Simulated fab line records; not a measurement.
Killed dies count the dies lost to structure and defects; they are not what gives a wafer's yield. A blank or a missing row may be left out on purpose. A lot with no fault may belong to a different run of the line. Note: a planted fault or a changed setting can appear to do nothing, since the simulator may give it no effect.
Which tool was responsible? || flow gf180mcu || 33 wafers from 11 lots sampled at 5 of the route's 602 steps

## WHAT THE GAUGES SHOWED, per wafer
GF_HV_LDD_CD_MEAS_07: the cd target is 400 nm.
{"lot": "L995", "measured": "day 10 13:53", "on": "cd-sem-01", "cd-nm (nm)": "401.0 401.7 401.0"}
{"lot": "L996", "measured": "day 10 20:40", "on": "cd-sem-02", "cd-nm (nm)": "404.2 403.3 402.1"}
{"lot": "L998", "measured": "day 11 13:44", "on": "cd-sem-02", "cd-nm (nm)": "403.0 399.4 403.7"}
{"lot": "L101", "measured": "day 12 11:00", "on": "cd-sem-02", "cd-nm (nm)": "- - -"}
{"lot": "L102", "measured": "day 12 20:37", "on": "cd-sem-01", "cd-nm (nm)": "- - -"}
{"lot": "L108", "measured": "day 14 16:13", "on": "cd-sem-02", "cd-nm (nm)": "401.1 400.5 400.7"}
{"lot": "L109", "measured": "day 14 22:34", "on": "cd-sem-02", "cd-nm (nm)": "399.3 400.7 400.4"}
{"lot": "L110", "measured": "day 15 02:43", "on": "cd-sem-02", "cd-nm (nm)": "399.1 398.1 397.4"}
{"lot": "L113", "measured": "day 16 02:39", "on": "cd-sem-01", "cd-nm (nm)": "399.4 399.2 399.5"}
{"lot": "L115", "measured": "day 16 22:07", "on": "cd-sem-02", "cd-nm (nm)": "398.9 401.3 402.2"}
{"lot": "L116", "measured": "day 17 06:00", "on": "cd-sem-01", "cd-nm (nm)": "405.9 404.4 403.9"}

GF_HV_LDD_TW_MEAS_23.
{"lot": "L995", "measured": "day 11 08:56", "on": "film-metro-02", "HV_LDD_2_TW": "1083 1085 1082"}
{"lot": "L996", "measured": "day 11 15:44", "on": "film-metro-04", "HV_LDD_2_TW": "1068 1066 1058"}
{"lot": "L998", "measured": "day 12 08:35", "on": "film-metro-02", "HV_LDD_2_TW": "1078 1081 1076"}
{"lot": "L101", "measured": "day 13 07:26", "on": "film-metro-02", "HV_LDD_2_TW": "2510 2511 2514"}
{"lot": "L102", "measured": "day 13 17:00", "on": "film-metro-02", "HV_LDD_2_TW": "2520 2519 2502"}
{"lot": "L108", "measured": "day 15 13:33", "on": "film-metro-02", "HV_LDD_2_TW": "1080 1069 1075"}
{"lot": "L109", "measured": "day 15 20:20", "on": "film-metro-02", "HV_LDD_2_TW": "1080 1070 1075"}
{"lot": "L110", "measured": "day 16 00:53", "on": "film-metro-04", "HV_LDD_2_TW": "1058 1059 1057"}
{"lot": "L113", "measured": "day 17 02:07", "on": "film-metro-04", "HV_LDD_2_TW": "1062 1063 1060"}
{"lot": "L115", "measured": "day 17 21:54", "on": "film-metro-02", "HV_LDD_2_TW": "1083 1072 1080"}
{"lot": "L116", "measured": "day 18 06:29", "on": "film-metro-03", "HV_LDD_2_TW": "1046 1055 1055"}

GF_HV_LDD_TW_MEAS_38.
{"lot": "L995", "measured": "day 12 04:50", "on": "film-metro-03", "HV_LDD_3_TW": "1429 1433 1428"}
{"lot": "L996", "measured": "day 12 11:16", "on": "film-metro-03", "HV_LDD_3_TW": "1428 1434 1431"}
{"lot": "L998", "measured": "day 13 05:13", "on": "film-metro-04", "HV_LDD_3_TW": "1431 1427 1425"}
{"lot": "L101", "measured": "day 14 04:23", "on": "film-metro-03", "HV_LDD_3_TW": "2538 2527 2530"}
{"lot": "L102", "measured": "day 14 14:33", "on": "film-metro-03", "HV_LDD_3_TW": "2538 2532 2525"}
{"lot": "L108", "measured": "day 16 12:54", "on": "film-metro-04", "HV_LDD_3_TW": "1444 1440 1452"}
{"lot": "L109", "measured": "day 16 19:38", "on": "film-metro-04", "HV_LDD_3_TW": "1435 1428 1437"}
{"lot": "L110", "measured": "day 17 00:14", "on": "film-metro-02", "HV_LDD_3_TW": "1456 1465 1470"}
{"lot": "L113", "measured": "day 18 01:41", "on": "film-metro-02", "HV_LDD_3_TW": "1461 1467 1465"}
{"lot": "L115", "measured": "day 18 22:36", "on": "film-metro-04", "HV_LDD_3_TW": "1438 1443 1442"}
{"lot": "L116", "measured": "day 19 07:14", "on": "film-metro-02", "HV_LDD_3_TW": "1465 1469 1467"}

## TOOL THAT RAN EACH LOT (tool first, then ch and the chambers of the sampled wafers, then the start)
{"lot": "L995", "GF_POLY_GATE_ETCH_13": "rie-si-02 ch 0,2,3, day 9 18:32", "GF_HV_LDD_COAT_02": "litho-track-03 ch 0, day 10 04:55"}
{"lot": "L996", "GF_POLY_GATE_ETCH_13": "rie-si-01 ch 1,3, day 10 01:29", "GF_HV_LDD_COAT_02": "litho-track-03 ch 0, day 10 11:10"}
{"lot": "L998", "GF_POLY_GATE_ETCH_13": "rie-si-02 ch 0,1,3, day 10 16:46", "GF_HV_LDD_COAT_02": "litho-track-03 ch 0, day 11 04:22"}
{"lot": "L101", "GF_POLY_GATE_ETCH_13": "rie-si-01 ch 0,1,3, day 11 14:32", "GF_HV_LDD_COAT_02": "litho-track-03, day 12 01:25"}
{"lot": "L102", "GF_POLY_GATE_ETCH_13": "rie-si-01 ch 0,1,3, day 11 21:21", "GF_HV_LDD_COAT_02": "litho-track-04, day 12 10:32"}
{"lot": "L108", "GF_POLY_GATE_ETCH_13": "rie-si-02 ch 1,3, day 13 18:13", "GF_HV_LDD_COAT_02": "litho-track-03 ch 0, day 14 05:31"}
{"lot": "L109", "GF_POLY_GATE_ETCH_13": "rie-si-02 ch 0,1,3, day 13 23:53", "GF_HV_LDD_COAT_02": "litho-track-03 ch 0, day 14 11:31"}
{"lot": "L110", "GF_POLY_GATE_ETCH_13": "rie-si-02 ch 0,1, day 14 04:34", "GF_HV_LDD_COAT_02": "litho-track-02 ch 0, day 14 16:36"}
{"lot": "L113", "GF_POLY_GATE_ETCH_13": "rie-si-01 ch 0,1,3, day 15 02:47", "GF_HV_LDD_COAT_02": "litho-track-04 ch 0, day 15 15:19"}
{"lot": "L115", "GF_POLY_GATE_ETCH_13": "rie-si-01 ch 0,1, day 15 22:20", "GF_HV_LDD_COAT_02": "litho-track-02 ch 0, day 16 11:06"}
{"lot": "L116", "GF_POLY_GATE_ETCH_13": "rie-si-01 ch 0,1, day 16 05:14", "GF_HV_LDD_COAT_02": "litho-track-03 ch 0, day 16 18:52"}
- GF_POLY_GATE_ETCH_13: etches poly-Si in HBr/Cl2, stops on SiO2, target depth 198.5 nm, time 69.6 s.
- GF_HV_LDD_COAT_02: resist thk 1000 nm.

## AS READ BY THE TOOLS THEMSELVES (means over the sampled wafers that have a number; for cases with no such wafer, the mark the record gives instead)
GF_POLY_GATE_ETCH_13.
{"lot": "L995", "tool": "rie-si-02", "drypump-motor-current-A (A)": 5.7, "oes-product-au (a.u.)": 0.992, "throttle-valve-pct (%)": 33.690}
{"lot": "L996", "tool": "rie-si-01", "drypump-motor-current-A (A)": 5.6, "oes-product-au (a.u.)": 0.993, "throttle-valve-pct (%)": 33.688}
{"lot": "L998", "tool": "rie-si-02", "drypump-motor-current-A (A)": 5.6, "oes-product-au (a.u.)": 0.993, "throttle-valve-pct (%)": 33.685}
{"lot": "L101", "tool": "rie-si-01", "drypump-motor-current-A (A)": 5.2, "oes-product-au (a.u.)": 0.986, "throttle-valve-pct (%)": 33.684}
{"lot": "L102", "tool": "rie-si-01", "drypump-motor-current-A (A)": 5.3, "oes-product-au (a.u.)": 0.990, "throttle-valve-pct (%)": 33.680}
{"lot": "L108", "tool": "rie-si-02", "drypump-motor-current-A (A)": 5.4, "oes-product-au (a.u.)": 0.987, "throttle-valve-pct (%)": 33.684}
{"lot": "L109", "tool": "rie-si-02", "drypump-motor-current-A (A)": 5.6, "oes-product-au (a.u.)": 0.989, "throttle-valve-pct (%)": 33.685}
{"lot": "L110", "tool": "rie-si-02", "drypump-motor-current-A (A)": 5.7, "oes-product-au (a.u.)": 0.989, "throttle-valve-pct (%)": 33.686}
{"lot": "L113", "tool": "rie-si-01", "drypump-motor-current-A (A)": 5.2, "oes-product-au (a.u.)": 0.989, "throttle-valve-pct (%)": 33.686}
{"lot": "L115", "tool": "rie-si-01", "drypump-motor-current-A (A)": 4.9, "oes-product-au (a.u.)": 0.996, "throttle-valve-pct (%)": 33.694}
{"lot": "L116", "tool": "rie-si-01", "drypump-motor-current-A (A)": 4.9, "oes-product-au (a.u.)": 0.999, "throttle-valve-pct (%)": 33.691}

GF_HV_LDD_COAT_02.
{"lot": "L995", "tool": "litho-track-03", "chill-plate-temp-C (C)": 22.98, "dispense-pressure-kPa (kPa)": 48}
{"lot": "L996", "tool": "litho-track-03", "chill-plate-temp-C (C)": 23.18, "dispense-pressure-kPa (kPa)": 48}
{"lot": "L998", "tool": "litho-track-03", "chill-plate-temp-C (C)": 22.96, "dispense-pressure-kPa (kPa)": 48}
{"lot": "L101", "tool": "litho-track-03", "chill-plate-temp-C (C)": "-", "dispense-pressure-kPa (kPa)": "-"}
{"lot": "L102", "tool": "litho-track-04", "chill-plate-temp-C (C)": "-", "dispense-pressure-kPa (kPa)": "-"}
{"lot": "L108", "tool": "litho-track-03", "chill-plate-temp-C (C)": 23.05, "dispense-pressure-kPa (kPa)": 48}
{"lot": "L109", "tool": "litho-track-03", "chill-plate-temp-C (C)": 23.01, "dispense-pressure-kPa (kPa)": 48}
{"lot": "L110", "tool": "litho-track-02", "chill-plate-temp-C (C)": 22.91, "dispense-pressure-kPa (kPa)": 59}
{"lot": "L113", "tool": "litho-track-04", "chill-plate-temp-C (C)": 22.94, "dispense-pressure-kPa (kPa)": 48}
{"lot": "L115", "tool": "litho-track-02", "chill-plate-temp-C (C)": 23.02, "dispense-pressure-kPa (kPa)": 59}
{"lot": "L116", "tool": "litho-track-03", "chill-plate-temp-C (C)": 23.03, "dispense-pressure-kPa (kPa)": 48}

## THE ANSWER, worked out from the rows above alone
Rule: what is usual is taken from the lots themselves. Put in order of their means at a reading, lots are off if they are a third of the lots or fewer, leave a main group of 4 or more, and stand apart from it by a gap of 3 or more times the standard deviation of the main group's means; of several such gaps the widest counts. Not used: any main group whose means are identical at the precision the tables above print for the reading. Also off: a lot with no number at a reading for which 4 or more lots have one. All remaining lots with rows at the step are treated as sound. First the gauges in route order, then the tools' own readings, where a lot's mean is used as printed above. At the first step where some lot is off, the reading lying furthest off is the one used; lots without a number count as furthest.
Off at GF_HV_LDD_CD_MEAS_07 (cd-nm): L101, L102. Without a number there: L101, L102. Mean 401.2 nm and standard deviation 1.9 in the main group.
A tool fits if, at a process step before that reading, it ran every lot that is off, and no sound lot after the first of them. The gauges at GF_HV_LDD_CD_MEAS_07 aren't tried: what is off there is off at GF_HV_LDD_TW_MEAS_23 too, on other tools, and a gauge's error can't cause that. Of those tried, none fits.

## WHAT THE SIMULATOR PUT IN
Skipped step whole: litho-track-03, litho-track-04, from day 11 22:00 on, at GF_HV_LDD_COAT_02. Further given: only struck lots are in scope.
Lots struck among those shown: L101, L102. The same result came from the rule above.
